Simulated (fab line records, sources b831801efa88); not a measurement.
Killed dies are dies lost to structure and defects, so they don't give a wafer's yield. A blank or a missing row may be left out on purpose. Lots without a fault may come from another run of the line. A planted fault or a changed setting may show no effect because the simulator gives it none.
Chamber matching | flow gf180mcu | GF_V4_CVD_02 on pecvd-04: 3 sister chambers
The step deposits SiO2 from TEOS, target thk 850 nm, time 94.851 s. 14 wafers are shown with their chamber, then 7 later ones without.

WAFERS WITH THEIR CHAMBER
wafer  | chamber | heater_power_w (W)
L075.1 | 0       | 628
L075.4 | 2       | 480
L075.6 | 1       | 852
L078.1 | 2       | 596
L078.5 | 2       | 539
L078.6 | 0       | 675
L079.4 | 2       | 625
L079.5 | 0       | 685
L079.6 | 1       | 655
L086.1 | 0       | 611
L086.4 | 0       | 684
L086.6 | 2       | 589
L088.1 | 2       | 563
L088.2 | 0       | 582

SIGNATURES (means of the wafers above)
reading        | chamber 0 | chamber 1 | chamber 2 | scatter within a chamber
heater_power_w | 644.17    | 753.50    | 565.33    | 61.7
Rule: a wafer's distance from a chamber is the root of the sum, over the readings, of the square of ((its reading less the chamber's mean) divided by the reading's scatter). The wafer belongs to the nearest chamber; if the next one is less than 2 further off, it can't be placed. The scatter: the root of (the sum of the squares of (reading less its chamber's mean) over the shown wafers, divided by (wafers less chambers)).

WAFERS WITHOUT THEIR CHAMBER
wafer  | heater_power_w (W)
L088.4 | 639
L094.1 | 819
L094.2 | 693
L094.4 | 846
L097.2 | 729
L097.4 | 480
L097.5 | 845

WHICH CHAMBER EACH WENT THROUGH
wafer  | from the rows above          | in truth
L088.4 | can't be placed: 0 or 2 or 1 | 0
L094.1 | can't be placed: 1 or 0      | 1
L094.2 | can't be placed: 0 or 1 or 2 | 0
L094.4 | can't be placed: 1 or 0      | 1
L097.2 | can't be placed: 1 or 0      | 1
L097.4 | can't be placed: 2 or 0      | 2
L097.5 | can't be placed: 1 or 0      | 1
Placed correctly: 0 of 7. Can't be placed from these rows: 7 (the true chamber is among the candidates in 7). Placed wrongly: 0.
